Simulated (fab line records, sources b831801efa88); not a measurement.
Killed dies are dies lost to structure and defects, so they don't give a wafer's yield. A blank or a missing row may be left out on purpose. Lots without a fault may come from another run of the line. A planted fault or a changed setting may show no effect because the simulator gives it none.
Which tool did it? | flow gf180mcu | 11 lots, 33 wafers sampled, at 6 steps of a route of 602

WHAT THE GAUGES READ, wafer by wafer
GF_PSD_TW_MEAS_11. Usual: PSD_TW 3168, standard deviation 24.
lot  | measured     | on            | PSD_TW                        | flag
L505 | day 14 10:44 | film_metro-01 | 3170 3176 3192                |
L504 | day 14 13:29 | film_metro-03 | 3168 3176 3178                |
L508 | day 15 16:50 | film_metro-03 | 3193 3158 3182                |
L509 | day 15 18:42 | film_metro-03 | 3181 3156 3155                |
L510 | day 16 05:09 | film_metro-04 | 3129 3128 3120                |
L512 | day 16 21:41 | film_metro-01 | 3192 3204 3198                |
L513 | day 17 07:00 | film_metro-01 | 3172 3205 3170                |
L515 | day 17 22:52 | film_metro-04 | 3141 3135 3144                |
L523 | day 20 23:56 | film_metro-04 | 2968 2948 2974 2976 3008 3001 | OFF
L524 | day 21 04:05 | film_metro-04 | 2981 2983 3006 2995 2991 2991 | OFF
L525 | day 21 15:38 | film_metro-04 | 3157 3158 3163                |

GF_PSD_RS_MEAS_15: measures by four-point-probe. Usual: PSD_RS 108.6 ohm/sq, standard deviation 0.36.
lot  | measured     | on            | PSD_RS (ohm/sq)                     | flag
L505 | day 14 11:05 | film_metro-03 | 107.8 108.6 107.9                   |
L504 | day 14 13:49 | film_metro-04 | 108.8 108.4 108.7                   |
L508 | day 15 17:08 | film_metro-01 | 109.0 108.9 108.9                   |
L509 | day 15 19:02 | film_metro-04 | 108.6 108.6 108.8                   |
L510 | day 16 05:29 | film_metro-03 | 108.3 108.2 108.4                   |
L512 | day 16 22:01 | film_metro-03 | 108.5 108.6 108.5                   |
L513 | day 17 07:20 | film_metro-04 | 108.8 108.8 108.9                   |
L515 | day 17 23:11 | film_metro-01 | 109.2 108.8 108.9                   |
L523 | day 21 02:14 | film_metro-01 | 123.2 122.8 123.0 123.2 122.4 123.3 | OFF
L524 | day 21 07:02 | film_metro-04 | 123.3 122.8 122.5 123.4 122.8 122.8 | OFF
L525 | day 21 15:56 | film_metro-03 | 108.7 108.6 108.7                   |

GF_SAB_OVL_MEAS_10. Usual: SAB_OVL -2.0 nm, standard deviation 1.1.
lot  | measured     | on         | SAB_OVL (nm)   | flag
L505 | day 15 08:18 | overlay-01 | -2.1 -1.8 -1.0 |
L504 | day 15 11:01 | overlay-01 | -3.1 -2.3 -2.8 |
L508 | day 16 15:44 | overlay-01 | -1.1 -1.3 -2.2 |
L509 | day 16 17:38 | overlay-02 | -2.5 -2.0 -2.7 |
L510 | day 17 04:04 | overlay-01 | -0.6 0.0 -1.0  |
L512 | day 17 21:35 | overlay-01 | -2.2 -1.5 -2.0 |
L513 | day 18 06:44 | overlay-02 | -2.2 -1.9 -1.5 |
L515 | day 18 23:05 | overlay-02 | -3.2 -2.9 -3.2 |
L523 | day 22 00:31 | overlay-01 | -2.3 -2.0 -3.0 |
L524 | day 22 04:04 | overlay-01 | -3.3 -2.1 -2.2 |
L525 | day 22 15:02 | overlay-02 | -2.3 -1.5 -2.3 |

WHICH TOOL RAN EACH LOT (tool, then ch and the chambers of the sampled wafers, then the start)
lot  | GF_HV_LDD_STRIP_37                   | GF_PSD_IMPLANT_09               | GF_PSD_STRIP_10
L505 | plasma_asher-04 ch 0,1, day 11 19:45 | implanter-01 ch 0, day 14 10:31 | plasma_asher-03 ch 0,1, day 14 10:38
L504 | plasma_asher-04 ch 0,1, day 11 20:19 | implanter-04 ch 0, day 14 13:15 | plasma_asher-04 ch 0,1, day 14 13:23
L508 | plasma_asher-04 ch 0,1, day 12 22:27 | implanter-04 ch 0, day 15 16:35 | plasma_asher-03 ch 0,1, day 15 16:44
L509 | plasma_asher-01 ch 0,1, day 12 23:16 | implanter-02 ch 0, day 15 18:28 | plasma_asher-01 ch 0,1, day 15 18:35
L510 | plasma_asher-01 ch 0,1, day 13 10:00 | implanter-01 ch 0, day 16 04:50 | plasma_asher-03 ch 0,1, day 16 05:04
L512 | plasma_asher-01 ch 0,1, day 14 01:24 | implanter-01 ch 0, day 16 21:27 | plasma_asher-03 ch 0,1, day 16 21:35
L513 | plasma_asher-01 ch 0,1, day 14 09:20 | implanter-04 ch 0, day 17 06:47 | plasma_asher-04 ch 0,1, day 17 06:55
L515 | plasma_asher-04 ch 0,1, day 15 01:20 | implanter-04 ch 0, day 17 22:38 | plasma_asher-04 ch 0,1, day 17 22:46
L523 | plasma_asher-02 ch 0,1, day 17 18:33 | implanter-01 ch 0, day 20 23:41 | plasma_asher-04 ch 0,1, day 20 23:50
L524 | plasma_asher-04 ch 0,1, day 17 23:39 | implanter-01 ch 0, day 21 03:51 | plasma_asher-01 ch 0, day 21 03:59
L525 | plasma_asher-04 ch 0,1, day 18 10:54 | implanter-02 ch 0, day 21 15:23 | plasma_asher-04 ch 0,1, day 21 15:32
- GF_HV_LDD_STRIP_37: strips in O2/N2.
- GF_PSD_IMPLANT_09
- GF_PSD_STRIP_10: strips in O2/N2.

WHAT THE TOOLS THEMSELVES READ (means of the sampled wafers that have a number; where no wafer has one, the mark that the record gives instead)
GF_HV_LDD_STRIP_37. Usual: drypump_motor_current_A 5.79 A, standard deviation 0.29; heater_power_w 340 W, standard deviation 19; oes_product_au 0.716 a.u., standard deviation 0.0047; strip_time_to_endpoint_s 12.64 s, standard deviation 0.032.
lot  | tool            | drypump_motor_current_A (A) | heater_power_w (W) | oes_product_au (a.u.) | strip_time_to_endpoint_s (s) | flag
L505 | plasma_asher-04 | 5.98                        | 339                | 0.714                 | 12.64                        |
L504 | plasma_asher-04 | 5.99                        | 338                | 0.713                 | 12.64                        |
L508 | plasma_asher-04 | 6.02                        | 337                | 0.715                 | 12.70                        |
L509 | plasma_asher-01 | 5.36                        | 322                | 0.719                 | 12.69                        |
L510 | plasma_asher-01 | 5.36                        | 320                | 0.712                 | 12.65                        |
L512 | plasma_asher-01 | 5.35                        | 328                | 0.723                 | 12.61                        |
L513 | plasma_asher-01 | 5.36                        | 344                | 0.721                 | 12.63                        |
L515 | plasma_asher-04 | 5.97                        | 335                | 0.716                 | 12.63                        |
L523 | plasma_asher-02 | 5.88                        | 345                | 0.716                 | 12.63                        |
L524 | plasma_asher-04 | 6.05                        | 333                | 0.718                 | 12.65                        |
L525 | plasma_asher-04 | 5.98                        | 335                | 0.717                 | 12.65                        |

GF_PSD_IMPLANT_09. Usual: beam_on_s 10.00 s, standard deviation 0.2; faraday_current_uA 8251, standard deviation 170.
lot  | tool         | beam_on_s (s) | faraday_current_uA | flag
L505 | implanter-01 | 9.84          | 8375               |
L504 | implanter-04 | 10.07         | 8196               |
L508 | implanter-04 | 9.93          | 8291               |
L509 | implanter-02 | 10.10         | 8162               |
L510 | implanter-01 | 9.85          | 8382               |
L512 | implanter-01 | 9.84          | 8381               |
L513 | implanter-04 | 9.96          | 8275               |
L515 | implanter-04 | 10.00         | 8276               |
L523 | implanter-01 | 7.61          | 10845              | OFF
L524 | implanter-01 | 7.79          | 10588              | OFF
L525 | implanter-02 | 9.92          | 8298               |

GF_PSD_STRIP_10. Usual: drypump_motor_current_A 5.7 A, standard deviation 0.37; heater_power_w 348 W, standard deviation 28; oes_product_au 0.592 a.u., standard deviation 0.005; strip_time_to_endpoint_s 16.53 s, standard deviation 0.033.
lot  | tool            | drypump_motor_current_A (A) | heater_power_w (W) | oes_product_au (a.u.) | strip_time_to_endpoint_s (s) | flag
L505 | plasma_asher-03 | 5.4                         | 390                | 0.593                 | 16.48                        |
L504 | plasma_asher-04 | 6.0                         | 338                | 0.593                 | 16.51                        |
L508 | plasma_asher-03 | 5.6                         | 378                | 0.590                 | 16.57                        |
L509 | plasma_asher-01 | 5.4                         | 327                | 0.593                 | 16.47                        |
L510 | plasma_asher-03 | 5.6                         | 371                | 0.597                 | 16.55                        |
L512 | plasma_asher-03 | 5.7                         | 372                | 0.588                 | 16.51                        |
L513 | plasma_asher-04 | 5.9                         | 341                | 0.592                 | 16.54                        |
L515 | plasma_asher-04 | 6.0                         | 335                | 0.595                 | 16.57                        |
L523 | plasma_asher-04 | 6.1                         | 330                | 0.618                 | 15.73                        | OFF
L524 | plasma_asher-01 | 5.3                         | 357                | 0.612                 | 15.75                        | OFF
L525 | plasma_asher-04 | 6.1                         | 334                | 0.590                 | 16.52                        |

THE ANSWER, worked out from the rows above alone
Rule: a lot is off if the mean of its wafers that have a number lies more than 3 standard deviations from the usual mean. A lot without any number at a reading at which 4 lots or more have one is off too. The other lots that the step has rows for count as sound. The gauges are gone through in route order, then the tools' own readings, and for those a lot's mean is taken as printed above. The first step at which some lot is off is used, and at that step the reading that is off furthest; a lot without a number counts as furthest.
Off: L523, L524, at GF_PSD_TW_MEAS_11 (PSD_TW).
A tool fits if, at a process step before that reading, it ran every lot that is off, and no sound lot after the first of them. The gauges at GF_PSD_TW_MEAS_11 aren't tried: what is off there is off at GF_PSD_IMPLANT_09 too, on other tools, and a gauge's error can't cause that. One fits: implanter-01 at GF_PSD_IMPLANT_09. Its last sound lot is L512 (day 16 21:27), its first lot that is off L523 (day 20 23:41): a fault that began between those two fits.
The tool's own readings at GF_PSD_IMPLANT_09 bear it out: on the lots that are off they differ by more than 5 times the standard deviation of the sound lots' means. beam_on_s reads 7.70 s there against 9.95 s on the sound lots; faraday_current_uA reads 10716 there against 8293 on the sound lots.

WHAT THE SIMULATOR HAD PUT IN
Process parameter drift: implanter-01, from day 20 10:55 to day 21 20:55, at GF_PSD_IMPLANT_09. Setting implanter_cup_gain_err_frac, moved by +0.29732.
Lots struck among those shown: L523, L524. The rule above found the same.
